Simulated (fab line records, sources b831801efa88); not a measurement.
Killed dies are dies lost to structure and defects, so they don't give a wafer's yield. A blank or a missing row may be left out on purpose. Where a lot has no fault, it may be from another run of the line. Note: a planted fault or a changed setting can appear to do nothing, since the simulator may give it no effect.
Which tool was responsible? + flow sky130 + 45 wafers from 15 lots sampled at 6 of the route's 708 steps

## WHAT THE GAUGES SHOWED, per wafer
SKY_FIELD_ISO_THK_MEAS_23. Usual: FIELD_ISO_OXIDATION_01_THK gives 9.98 nm (standard deviation 0.17).
| lot  | measured    | on            | FIELD_ISO_OXIDATION_01_THK (nm) | flag |
|------|-------------|---------------|---------------------------------|------|
| L835 | day 2 09:43 | film-metro-04 | 10.17 10.30 10.11               |      |
| L836 | day 2 16:37 | film-metro-02 | 9.72 10.02 10.01                |      |
| L838 | day 3 01:14 | film-metro-02 | 10.14 9.97 10.00                |      |
| L842 | day 3 23:26 | film-metro-04 | 10.35 10.41 10.45               |      |
| L844 | day 4 08:05 | film-metro-02 | 10.04 9.91 10.13                |      |
| L845 | day 4 13:26 | film-metro-04 | 10.05 9.98 10.05                |      |
| L846 | day 4 17:05 | film-metro-04 | 10.15 10.00 9.99                |      |
| L849 | day 5 08:26 | film-metro-04 | 9.81 9.88 10.01                 |      |
| L850 | day 5 14:22 | film-metro-04 | 9.87 9.91 9.80                  |      |
| L851 | day 5 21:23 | film-metro-03 | 10.14 10.07 10.03               |      |
| L852 | day 6 02:33 | film-metro-02 | 9.55 9.79 9.68                  |      |
| L853 | day 6 05:22 | film-metro-04 | 10.17 10.18 9.98                |      |
| L855 | day 6 14:43 | film-metro-04 | 9.93 9.79 10.05                 |      |
| L857 | day 7 03:59 | film-metro-04 | 9.94 9.80 10.08                 |      |
| L858 | day 7 09:31 | film-metro-02 | 10.40 10.40 10.25               |      |

SKY_VT_ADJUST_LVTN_TW_MEAS_21. Usual: VT_ADJUST_LVTN_2_TW gives 187.2 (standard deviation 1.4).
| lot  | measured     | on            | VT_ADJUST_LVTN_2_TW | flag |
|------|--------------|---------------|---------------------|------|
| L835 | day 8 04:04  | film-metro-04 | 187.8 188.0 187.0   |      |
| L836 | day 8 17:01  | film-metro-03 | 187.3 186.8 187.3   |      |
| L838 | day 9 06:24  | film-metro-03 | 186.3 185.7 185.1   |      |
| L842 | day 10 07:59 | film-metro-01 | 186.4 186.8 186.3   |      |
| L844 | day 10 18:26 | film-metro-04 | 30.2 30.0 30.1      | OFF  |
| L845 | day 11 00:11 | film-metro-01 | 29.7 29.6 29.7      | OFF  |
| L846 | day 11 06:36 | film-metro-03 | 29.6 29.6 29.7      | OFF  |
| L849 | day 11 23:46 | film-metro-01 | 186.1 184.9 185.9   |      |
| L850 | day 12 08:45 | film-metro-04 | 188.4 188.7 188.8   |      |
| L851 | day 12 16:04 | film-metro-03 | 185.7 186.8 186.7   |      |
| L852 | day 13 00:28 | film-metro-03 | 186.6 186.1 186.4   |      |
| L853 | day 13 01:28 | film-metro-03 | 186.2 186.3 186.3   |      |
| L855 | day 13 15:01 | film-metro-04 | 189.3 188.8 188.5   |      |
| L857 | day 14 08:55 | film-metro-03 | 187.1 187.7 188.0   |      |
| L858 | day 14 15:25 | film-metro-03 | 188.9 188.3 188.1   |      |

SKY_SONOS_ONO_OVL_MEAS_14. Usual: SONOS_ONO_OVL gives 0.2 nm (standard deviation 1.2).
| lot  | measured     | on         | SONOS_ONO_OVL (nm) | flag |
|------|--------------|------------|--------------------|------|
| L835 | day 13 09:41 | overlay-02 | 1.1 1.3 2.9        |      |
| L836 | day 13 21:12 | overlay-02 | 1.1 0.2 0.7        |      |
| L838 | day 14 12:41 | overlay-02 | 0.8 1.9 2.0        |      |
| L842 | day 15 23:30 | overlay-02 | 0.3 0.8 0.2        |      |
| L844 | day 16 06:44 | overlay-01 | 0.2 0.9 1.9        |      |
| L845 | day 16 14:25 | overlay-02 | 0.0 -0.9 1.0       |      |
| L846 | day 17 06:56 | overlay-01 | 0.1 1.3 2.0        |      |
| L849 | day 17 19:20 | overlay-02 | -2.1 -3.1 -1.9     |      |
| L850 | day 18 15:16 | overlay-02 | -0.6 0.5 -0.5      |      |
| L851 | day 18 16:11 | overlay-02 | 0.5 -1.0 0.0       |      |
| L852 | day 19 01:37 | overlay-02 | 1.8 1.1 0.6        |      |
| L853 | day 19 01:56 | overlay-02 | 0.3 0.8 1.3        |      |
| L855 | day 19 22:51 | overlay-01 | 0.6 0.8 0.2        |      |
| L857 | day 20 19:37 | overlay-01 | -1.9 -2.1 0.7      |      |
| L858 | day 21 05:40 | overlay-02 | -0.3 0.0 0.0       |      |

SKY_POLY_CUT_OVL_MEAS_09. Usual: POLY_CUT_OVL gives -1 nm (standard deviation 5.4).
| lot  | measured     | on         | POLY_CUT_OVL (nm) | flag |
|------|--------------|------------|-------------------|------|
| L835 | day 25 09:08 | overlay-02 | -2 -6 -9          |      |
| L836 | day 25 12:49 | overlay-01 | -10 -6 -4         |      |
| L838 | day 26 15:08 | overlay-02 | 3 3 6             |      |
| L842 | day 28 02:28 | overlay-01 | -5 -8 -6          |      |
| L844 | day 28 08:41 | overlay-01 | 2 3 2             |      |
| L845 | day 28 15:02 | overlay-02 | 0 2 0             |      |
| L846 | day 29 08:44 | overlay-01 | -5 -6 1           |      |
| L849 | day 29 19:53 | overlay-01 | -5 -5 -1          |      |
| L850 | day 30 12:26 | overlay-01 | 1 2 3             |      |
| L851 | day 30 15:21 | overlay-01 | 1 -3 1            |      |
| L852 | day 30 22:41 | overlay-01 | -10 -6 -11        |      |
| L853 | day 30 23:57 | overlay-01 | -3 11 3           |      |
| L855 | day 31 21:48 | overlay-01 | -1 4 -1           |      |
| L857 | day 32 13:23 | overlay-01 | 2 5 -1            |      |
| L858 | day 32 23:13 | overlay-02 | -10 4 -4          |      |

## WHAT TOOL EACH LOT RAN ON (gives the tool, then ch and the chambers of the sampled wafers, and finally the start)
| lot  | SKY_VT_ADJUST_LVTN_STRIP_09          | SKY_VT_ADJUST_LVTN_STRIP_20          |
|------|--------------------------------------|--------------------------------------|
| L835 | plasma-asher-04 ch 0,1, day 7 06:45  | plasma-asher-04 ch 0,1, day 8 03:57  |
| L836 | plasma-asher-03 ch 0,1, day 7 18:20  | plasma-asher-03 ch 0,1, day 8 16:56  |
| L838 | plasma-asher-04 ch 0,1, day 8 07:06  | plasma-asher-02 ch 0,1, day 9 06:18  |
| L842 | plasma-asher-02 ch 0,1, day 9 07:59  | plasma-asher-02 ch 0,1, day 10 07:53 |
| L844 | plasma-asher-02 ch 0,1, day 9 18:36  | plasma-asher-03 ch 0,1, day 10 18:20 |
| L845 | plasma-asher-02 ch 0,1, day 10 00:50 | plasma-asher-04 ch 0,1, day 11 00:05 |
| L846 | plasma-asher-03 ch 0,1, day 10 07:03 | plasma-asher-02 ch 0,1, day 11 06:30 |
| L849 | plasma-asher-02 ch 1, day 11 00:06   | plasma-asher-02 ch 0,1, day 11 23:39 |
| L850 | plasma-asher-02 ch 0,1, day 11 08:45 | plasma-asher-02 ch 0,1, day 12 08:39 |
| L851 | plasma-asher-04 ch 0,1, day 11 15:26 | plasma-asher-02 ch 0,1, day 12 15:59 |
| L852 | plasma-asher-04 ch 0,1, day 11 23:18 | plasma-asher-03 ch 0,1, day 13 00:21 |
| L853 | plasma-asher-04 ch 0,1, day 12 00:02 | plasma-asher-04 ch 0,1, day 13 01:23 |
| L855 | plasma-asher-02 ch 0,1, day 12 14:08 | plasma-asher-02 ch 0,1, day 13 14:56 |
| L857 | plasma-asher-02 ch 0, day 13 06:20   | plasma-asher-04 ch 0,1, day 14 08:48 |
| L858 | plasma-asher-04 ch 0,1, day 13 12:42 | plasma-asher-03 ch 0,1, day 14 15:18 |
- SKY_VT_ADJUST_LVTN_STRIP_09: strips in O2/N2.
- SKY_VT_ADJUST_LVTN_STRIP_20: strips in O2/N2.

## WHAT THE TOOLS THEMSELVES READ (means of the sampled wafers that have a number; where no wafer has one, the mark that the record gives instead)
SKY_VT_ADJUST_LVTN_STRIP_09. Usual: chamber-pressure-mTorr 1500.1 mTorr, standard deviation 2; drypump-motor-current-A 5.81 A, standard deviation 0.22; oes-product-au 0.722 a.u., standard deviation 0.0044; strip-time-to-endpoint-s 36.96 s, standard deviation 0.12.
| lot  | tool            | chamber-pressure-mTorr (mTorr) | drypump-motor-current-A (A) | oes-product-au (a.u.) | strip-time-to-endpoint-s (s) | flag |
|------|-----------------|--------------------------------|-----------------------------|-----------------------|------------------------------|------|
| L835 | plasma-asher-04 | 1499.4                         | 5.86                        | 0.723                 | 36.81                        |      |
| L836 | plasma-asher-03 | 1502.2                         | 5.65                        | 0.720                 | 36.90                        |      |
| L838 | plasma-asher-04 | 1501.5                         | 5.86                        | 0.721                 | 36.90                        |      |
| L842 | plasma-asher-02 | 1499.5                         | 5.81                        | 0.725                 | 37.06                        |      |
| L844 | plasma-asher-02 | -                              | -                           | -                     | -                            | OFF  |
| L845 | plasma-asher-02 | -                              | -                           | -                     | -                            | OFF  |
| L846 | plasma-asher-03 | -                              | -                           | -                     | -                            | OFF  |
| L849 | plasma-asher-02 | 1499.3                         | 5.73                        | 0.723                 | 37.03                        |      |
| L850 | plasma-asher-02 | 1499.8                         | 5.86                        | 0.726                 | 36.86                        |      |
| L851 | plasma-asher-04 | 1499.1                         | 5.94                        | 0.724                 | 36.84                        |      |
| L852 | plasma-asher-04 | 1500.3                         | 5.86                        | 0.722                 | 37.07                        |      |
| L853 | plasma-asher-04 | 1500.5                         | 5.96                        | 0.727                 | 37.16                        |      |
| L855 | plasma-asher-02 | 1500.1                         | 5.82                        | 0.719                 | 36.91                        |      |
| L857 | plasma-asher-02 | 1501.0                         | 5.97                        | 0.719                 | 36.88                        |      |
| L858 | plasma-asher-04 | 1500.0                         | 5.95                        | 0.722                 | 37.16                        |      |

SKY_VT_ADJUST_LVTN_STRIP_20. Usual: chamber-pressure-mTorr 1500.0 mTorr, standard deviation 1.4; drypump-motor-current-A 5.77 A, standard deviation 0.25; oes-product-au 0.715 a.u., standard deviation 0.0046; strip-time-to-endpoint-s 14.18 s, standard deviation 0.046.
| lot  | tool            | chamber-pressure-mTorr (mTorr) | drypump-motor-current-A (A) | oes-product-au (a.u.) | strip-time-to-endpoint-s (s) | flag |
|------|-----------------|--------------------------------|-----------------------------|-----------------------|------------------------------|------|
| L835 | plasma-asher-04 | 1500.7                         | 5.93                        | 0.716                 | 14.18                        |      |
| L836 | plasma-asher-03 | 1498.9                         | 5.63                        | 0.719                 | 14.13                        |      |
| L838 | plasma-asher-02 | 1499.0                         | 5.89                        | 0.712                 | 14.17                        |      |
| L842 | plasma-asher-02 | 1500.2                         | 5.86                        | 0.716                 | 14.24                        |      |
| L844 | plasma-asher-03 | 1501.1                         | 5.64                        | 0.725                 | 58.66                        | OFF  |
| L845 | plasma-asher-04 | 1499.2                         | 5.87                        | 0.728                 | 58.80                        | OFF  |
| L846 | plasma-asher-02 | 1499.3                         | 5.77                        | 0.728                 | 58.72                        | OFF  |
| L849 | plasma-asher-02 | 1498.6                         | 5.90                        | 0.712                 | 14.19                        |      |
| L850 | plasma-asher-02 | 1499.2                         | 5.80                        | 0.715                 | 14.18                        |      |
| L851 | plasma-asher-02 | 1500.5                         | 5.88                        | 0.718                 | 14.14                        |      |
| L852 | plasma-asher-03 | 1500.4                         | 5.63                        | 0.714                 | 14.19                        |      |
| L853 | plasma-asher-04 | 1500.5                         | 5.86                        | 0.715                 | 14.17                        |      |
| L855 | plasma-asher-02 | 1499.8                         | 5.89                        | 0.718                 | 14.14                        |      |
| L857 | plasma-asher-04 | 1499.4                         | 5.93                        | 0.713                 | 14.18                        |      |
| L858 | plasma-asher-03 | 1500.4                         | 5.62                        | 0.720                 | 14.26                        |      |

## THE ANSWER, worked out from the rows above alone
Rule: take the mean of a lot's wafers that have a number; if it is more than 3 standard deviations from the usual mean, the lot is off. A lot without any number at a reading at which 4 lots or more have one is off too. Where the step has rows for the other lots, those lots are counted as sound. After the gauges, taken in route order, come the tools' own readings; for these a lot's mean is taken, as printed above. At the first step where some lot is off, the reading lying furthest off is the one used; lots without a number count as furthest.
Off: L844, L845, L846, seen at SKY_VT_ADJUST_LVTN_TW_MEAS_21 (VT_ADJUST_LVTN_2_TW).
A tool fits if, at a process step before that reading, it ran every lot that is off, and no sound lot after the first of them. Not tried: the gauges at SKY_VT_ADJUST_LVTN_TW_MEAS_21; whatever is off there is also off at SKY_VT_ADJUST_LVTN_STRIP_09, on other tools, and gauge error can't account for it. None of those tried fits.

## WHAT WAS PUT IN BY THE SIMULATOR
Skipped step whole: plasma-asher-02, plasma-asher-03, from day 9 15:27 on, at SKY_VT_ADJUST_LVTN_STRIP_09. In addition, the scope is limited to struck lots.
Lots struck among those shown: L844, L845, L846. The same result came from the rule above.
